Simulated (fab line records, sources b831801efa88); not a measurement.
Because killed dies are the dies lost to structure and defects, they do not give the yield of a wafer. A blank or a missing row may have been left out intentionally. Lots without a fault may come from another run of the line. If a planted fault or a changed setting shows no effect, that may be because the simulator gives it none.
Struck lot and sound lot, side by side | flow sky130 | 14 steps out of a route of 708
Sound: these wafers, L162.1, L162.2, L162.4. Wafers L169.2, L169.3, L169.6 were the ones struck. The cause is given at the end.
For every step that has rows: the tool of each side, followed by ch and its chambers, followed by its first start. Under that, the readings that differ: sound wafers | struck wafers | difference of the means | sigmas: that difference in standard deviations of wafers without a fault.
alike: readings with means less than 2 such deviations apart, plus words and numbers identical on both sides. not compared: withheld readings, readings lacking a value on some wafer, bounds such as >300 that could conceal the same value, and numbers that have no deviation in the record and whose values overlap.
A row with sigmas, a row that says differs or no value, or rows on one side alone: a step with any of these is where the two part. Numbers that don't overlap but have no deviation are shown without sigmas and don't part them. A reading missing from all wafers of one side parts the sides only when that side holds two or more wafers.

SKY_LDD_LDN_STRIP_12: strips in O2/N2.
  sound on plasma asher-02 ch 0,1, day 23 05:40; struck on plasma asher-02 ch 0,1, day 26 20:34
  reading                      | sound             | struck            | difference | sigmas
  strip time to endpoint s (s) | 14.12 14.17 14.16 | 14.22 14.28 14.29 | +0.11      | +3
  alike: drypump motor current A, oes product au
  not compared: rf hours counter h
SKY_LDD_LDN_TW_MEAS_13:
  sound on film metro-02 at day 23 05:46; struck on film metro-02 at day 26 20:41
  alike: LDD_LDN_TW
then, 2 steps without rows for these wafers: SKY_LDD_LDN_CLEAN_14 (cleans in SC1/SC2, time 150 s); SKY_SPACER_CVD_00 (deposits Si3N4 from DCS/NH3, target thk 43.1 nm, time 740 s).
SKY_SPACER_THK_MEAS_01:
  sound on film metro-04 at day 23 10:19; struck on film metro-02 at day 26 22:00
  reading                | sound          | struck         | difference | sigmas
  SPACER_CVD_00_THK (nm) | 43.2 43.0 43.3 | 42.4 41.9 42.3 | -1.0       | -2
SKY_SPACER_ETCHBACK_02: etches Si3N4 in CH3F/O2, stops on SiO2, time 46.7 s, target depth 45 nm.
  sound on rie diel-01 ch 1,2,3, day 23 10:22; struck on rie diel-03 ch 1,2,3, day 26 22:03
  alike: drypump motor current A, oes product au, rf fwd power W, throttle valve pct
  not compared: rf hours counter h
then, 6 steps without rows for these wafers: SKY_POLY_CUT_DEHYDRATE_00 (time 60 s); SKY_POLY_CUT_HMDS_01 (prime time 60 s); SKY_POLY_CUT_COAT_02 (resist thk 60 nm); SKY_POLY_CUT_COAT_03 (resist thk 450 nm); SKY_POLY_CUT_SOFTBAKE_04 (time 90 s); SKY_POLY_CUT_EXPOSE_05 (exposes mask NPCM, target cd 270 nm).
SKY_POLY_CUT_PEB_06:
  struck on litho track-03, day 28 02:00; sound on litho track-01 ch 0, day 24 15:00
  reading         | sound          | struck | difference                    | sigmas
  exhaust pa (Pa) | 44.2 45.2 44.6 | - - -  | no value on the struck wafers |
  not compared: chill plate temp C
then, 1 step without rows for these wafers: SKY_POLY_CUT_DEVELOP_07 (develop time 60 s).

WHERE THEY PART
Earliest at SKY_LDD_LDN_STRIP_12; latest, in this record, at SKY_POLY_CUT_PEB_06.

WHY: the cause the simulator had injected
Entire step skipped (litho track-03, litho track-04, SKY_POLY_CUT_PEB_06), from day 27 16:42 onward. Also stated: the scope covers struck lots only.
